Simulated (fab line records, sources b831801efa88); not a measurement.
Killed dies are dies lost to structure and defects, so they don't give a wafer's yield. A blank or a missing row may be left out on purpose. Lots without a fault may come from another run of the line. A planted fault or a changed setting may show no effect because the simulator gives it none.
One fault seen from 2 desks | flow gf180mcu | each desk has only its own numbers; what lay behind them comes last

THE METROLOGY DESK
What the gauges read, lot by lot, whatever tool the lot ran on: means of the sampled wafers that have a number. A lot is out of limits, marked OUT, if its mean lies more than 4 standard deviations from the usual mean; the brackets give that distance.
Columns: A = MVSD_RS at GF_VT_IMPLANT_RS_MEAS_46, usual 456.6 ohm/sq; B = cd_nm at GF_HV_LDD_CD_MEAS_07, usual 400.0 nm; C = HV_LDD_OVL at GF_HV_LDD_OVL_MEAS_08, usual 0.7 nm
lot  | first seen here | A               | B     | C
L412 | day 7 09:33     | 455.6           | 397.7 | 1.2
L413 | day 7 15:47     | 455.1           | 401.5 | 1.6
L415 | day 8 05:16     | 458.2           | 398.4 | 0.1
L416 | day 8 13:10     | 457.5           | 397.4 | 0.2
L419 | day 9 07:47     | 456.5           | 397.4 | 1.3
L422 | day 10 02:59    | 457.5           | 398.1 | 1.9
L423 | day 10 11:07    | 479.5 (+16) OUT | 405.6 | 0.1
L424 | day 10 18:11    | 455.0           | 404.9 | 1.6
L425 | day 11 01:31    | 475.3 (+13) OUT | 397.2 | 1.3
L430 | day 13 03:06    | 455.2           | 401.7 | -0.0
L431 | day 13 17:12    | 457.3           | 395.1 | 0.1
L434 | day 14 04:25    | 454.8           | 402.1 | 0.8
L433 | day 14 04:44    | 456.8           | 399.4 | 1.0
This desk's finding: out of limits on L423, L425; first on L423, day 10 11:07 (MVSD_RS at GF_VT_IMPLANT_RS_MEAS_46). In limits: L412, L413, L415, L416, L419, L422, L424, L430, L431, L434, L433.

THE TOOL OWNER'S DESK: implanter-04
The tool's own readings at GF_MVSD_IMPLANT_08: means of the sampled wafers that have a number, for each lot that ran on this tool. A lot is out of limits, marked OUT, if its mean lies more than 4 standard deviations from the usual mean; the brackets give that distance.
Columns: A = dose_ions_cm2 at GF_MVSD_IMPLANT_08, usual 1.6e+13; B = faraday_current_uA at GF_MVSD_IMPLANT_08, usual 90.0; C = tilt_deg at GF_MVSD_IMPLANT_08, usual -0.003 degrees
lot  | first seen here | A                 | B               | C
L413 | day 4 17:11     | 1.6e+13           | 88.1            | -0.005
L415 | day 5 02:58     | 1.6e+13           | 91.2            | -0.010
L416 | day 5 11:04     | 1.6e+13           | 91.4            | -0.022
L423 | day 6 23:04     | 1.5e+13 (-76) OUT | 83.5            | 0.011
L425 | day 7 11:37     | 1.5e+13 (-75) OUT | 81.0 (-4.5) OUT | -0.005
L433 | day 10 03:26    | 1.6e+13           | 89.6            | 0.005
This desk's finding: out of limits on L423, L425; first on L423, day 6 23:04 (dose_ions_cm2 at GF_MVSD_IMPLANT_08). In limits: L413, L415, L416, L433.

PUT TOGETHER
The tool owner's desk could have raised an alarm at day 6 23:04, on L423, L425.
The metrology desk could have raised an alarm at day 10 11:07, on L423, L425.
Of the lots named, all ran GF_MVSD_IMPLANT_08 on implanter-04.

WHAT THE SIMULATOR HAD PUT IN
Process parameter drift: implanter-04, from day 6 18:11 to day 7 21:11, at GF_MVSD_IMPLANT_08. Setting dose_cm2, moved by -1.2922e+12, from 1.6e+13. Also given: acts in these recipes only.
Lots struck among those shown: L423, L425.
Hours from the fault's start to each desk's first reading out of limits: the tool owner's desk, 5; the metrology desk, 89.
